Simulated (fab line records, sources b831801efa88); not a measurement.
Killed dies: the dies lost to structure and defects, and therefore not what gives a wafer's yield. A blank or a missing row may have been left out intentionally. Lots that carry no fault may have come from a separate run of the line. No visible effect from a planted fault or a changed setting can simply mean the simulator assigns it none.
One fault through the eyes of 2 desks + flow gf180mcu + what lay behind the numbers comes last; until then each desk has only its own

== FOR THE TOOL OWNER'S DESK: cvd w-01 ==
The tool's own readings at GF_V2_CVD_23 (deposits W, target thk 350 nm, time 104.94 s): means of the sampled wafers that have a number, for each lot that ran on this tool. Marked OUT: a lot whose mean sits more than 4 standard deviations from the usual mean, which makes it out of limits; the brackets give that distance.
Columns: A = heater power w at GF_V2_CVD_23, usual 863 W
| lot  | first seen here | A   |
|------|-----------------|-----|
| L678 | day 20 11:55    | 806 |
| L681 | day 21 12:25    | 891 |
| L683 | day 22 05:49    | 811 |
| L685 | day 22 19:10    | 893 |
| L687 | day 23 20:56    | 894 |
| L691 | day 25 05:34    | 804 |
| L694 | day 26 00:34    | 902 |
This desk's finding: nothing out of limits on any of the 7 lots.

== METROLOGY DESK ==
Means of the sampled wafers that have a number, per lot and without regard to the tool the lot ran on: this is what the gauges read. Marked OUT: a lot whose mean sits more than 4 standard deviations from the usual mean, which makes it out of limits; the brackets give that distance.
Columns: A = V2_CVD_00_THK at GF_V2_THK_MEAS_01, usual 599 nm; B = cd nm at GF_V2_CD_MEAS_14, usual 260.0 nm; C = V2_W_RS at GF_V2_RS_MEAS_24, usual 0.327 ohm/sq; D = V2_W_THK at GF_V2_THK_MEAS_25, usual 333 nm
| lot  | first seen here | A   | B     | C                | D   |
|------|-----------------|-----|-------|------------------|-----|
| L678 | day 19 10:01    | 606 | 260.0 | 0.329            | 331 |
| L680 | day 20 05:08    | 601 | 260.4 | 0.327            | 333 |
| L681 | day 20 11:21    | 590 | 260.5 | 0.331            | 324 |
| L683 | day 21 04:55    | 606 | 260.0 | 0.329            | 333 |
| L684 | day 21 16:10    | 598 | 259.1 | 0.323            | 329 |
| L685 | day 21 18:29    | 603 | 259.4 | 0.332            | 331 |
| L687 | day 22 21:08    | 605 | 259.9 | 0.327            | 333 |
| L691 | day 24 06:21    | 592 | 258.5 | 0.345 (+5.1) OUT | 316 |
| L692 | day 24 08:46    | 596 | 259.7 | 0.327            | 334 |
| L694 | day 25 02:43    | 599 | 261.1 | 0.343 (+4.5) OUT | 325 |
| L699 | day 26 11:42    | 601 | 259.4 | 0.327            | 340 |
| L701 | day 27 06:53    | 593 | 259.2 | 0.328            | 327 |
This desk finds L691, L694 out of limits, with the earliest case on L691 at day 25 05:41 (V2_W_RS at GF_V2_RS_MEAS_24). Within limits: L678, L680, L681, L683, L684, L685, L687, L692, L699, L701.

== ALL TOGETHER ==
On L691, L694, the metrology desk was in a position to raise an alarm at day 25 05:41.
Nothing out of limits was seen by the tool owner's desk.
On record at the tool owner's desk: L691, L694, within its limits.
Every lot named ran GF_V2_CVD_23 on cvd w-01.

== WHAT THE SIMULATOR HAD INSERTED ==
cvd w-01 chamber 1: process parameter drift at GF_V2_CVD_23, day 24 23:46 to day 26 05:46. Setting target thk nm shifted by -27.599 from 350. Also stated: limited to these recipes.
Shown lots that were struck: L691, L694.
Time in hours between the start of the fault and the first out-of-limits reading at each desk: metrology desk, 6.
